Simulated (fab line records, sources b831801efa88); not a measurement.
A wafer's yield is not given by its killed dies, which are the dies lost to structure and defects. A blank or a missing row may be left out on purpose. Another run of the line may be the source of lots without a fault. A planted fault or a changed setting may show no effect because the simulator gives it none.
Which tool did it? / flow gf180mcu / Sampling: 6 lots, 18 wafers, 4 of 602 route steps

## WHAT THE GAUGES SHOWED, per wafer
GF_HV_LDD_OVL_MEAS_32.
lot=L593; measured=day 12 00:49; on=overlay-01; HV_LDD_02_OVL (nm)=-1.3 -0.9 -0.9
lot=L595; measured=day 13 01:56; on=overlay-01; HV_LDD_02_OVL (nm)=-0.6 -1.8 -0.8
lot=L598; measured=day 14 02:25; on=overlay-01; HV_LDD_02_OVL (nm)=-0.7 -0.5 -2.2
lot=L603; measured=day 15 07:52; on=overlay-01; HV_LDD_02_OVL (nm)=165.9 166.1 166.0
lot=L606; measured=day 16 11:56; on=overlay-02; HV_LDD_02_OVL (nm)=-0.8 -2.5 -2.6
lot=L611; measured=day 18 06:08; on=overlay-01; HV_LDD_02_OVL (nm)=1.1 -0.4 -1.7

## WHAT TOOL EACH LOT RAN ON (gives the tool, then ch and the chambers of the sampled wafers, and finally the start)
lot=L593; GF_MVPSD_STRIP_10=plasma-asher-03 ch 0,1, day 5 07:20; GF_HV_LDD_STRIP_10=plasma-asher-02 ch 0,1, day 10 10:30; GF_HV_LDD_EXPOSE_28=iline-stepper-01 ch 0, day 11 15:20
lot=L595; GF_MVPSD_STRIP_10=plasma-asher-03 ch 0,1, day 6 00:20; GF_HV_LDD_STRIP_10=plasma-asher-02 ch 0,1, day 11 11:17; GF_HV_LDD_EXPOSE_28=iline-stepper-02 ch 0, day 12 15:49
lot=L598; GF_MVPSD_STRIP_10=plasma-asher-03 ch 0,1, day 6 18:09; GF_HV_LDD_STRIP_10=plasma-asher-03 ch 0,1, day 12 08:58; GF_HV_LDD_EXPOSE_28=iline-stepper-01 ch 0, day 13 15:47
lot=L603; GF_MVPSD_STRIP_10=plasma-asher-04 ch 0,1, day 7 19:50; GF_HV_LDD_STRIP_10=plasma-asher-03 ch 0,1, day 13 14:29; GF_HV_LDD_EXPOSE_28=iline-stepper-02 ch 0, day 14 21:08
lot=L606; GF_MVPSD_STRIP_10=plasma-asher-02 ch 0,1, day 8 16:08; GF_HV_LDD_STRIP_10=plasma-asher-03 ch 0,1, day 14 16:04; GF_HV_LDD_EXPOSE_28=iline-stepper-01 ch 0, day 16 00:34
lot=L611; GF_MVPSD_STRIP_10=plasma-asher-04 ch 0,1, day 9 21:23; GF_HV_LDD_STRIP_10=plasma-asher-02 ch 0,1, day 16 07:16; GF_HV_LDD_EXPOSE_28=iline-stepper-01 ch 0, day 17 18:25
- GF_MVPSD_STRIP_10: strips in O2/N2.
- GF_HV_LDD_STRIP_10: strips in O2/N2.
- GF_HV_LDD_EXPOSE_28: exposes mask Nplus HV AREA, target cd 400 nm.

## THE ANSWER, worked out from the rows above alone
Rule: what is usual is taken from the lots themselves. Put in order of their means at a reading, lots are off if they are a third of the lots or fewer, leave a main group of 4 or more, and stand apart from it by a gap of 3 or more times the standard deviation of the main group's means; of several such gaps the widest counts. Not used: any main group whose means are identical at the precision the tables above print for the reading. A lot without any number at a reading at which 4 lots or more have one is off too. Any other lot the step has rows for is counted as sound.
Off: at GF_HV_LDD_OVL_MEAS_32 (HV_LDD_02_OVL), L603. For the main group the mean is -1.1 nm and the standard deviation 0.52.
If a tool, at a process step before that reading, ran all the lots that are off and no sound lot after the first of them, it fits. Gauges at GF_HV_LDD_OVL_MEAS_32: tried the same way as those tools. One candidate fits, namely iline-stepper-02 at GF_HV_LDD_EXPOSE_28. A fault onset in the window from L595 (day 12 15:49, its last sound lot) to L603 (day 14 21:08, its first lot off) fits.

## WHAT HAD BEEN PUT IN BY THE SIMULATOR
Scanner matching overlay: iline-stepper-02, from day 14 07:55 on, at GF_HV_LDD_EXPOSE_28. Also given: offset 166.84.
Lots struck among those shown: L603. Same finding as the rule above.
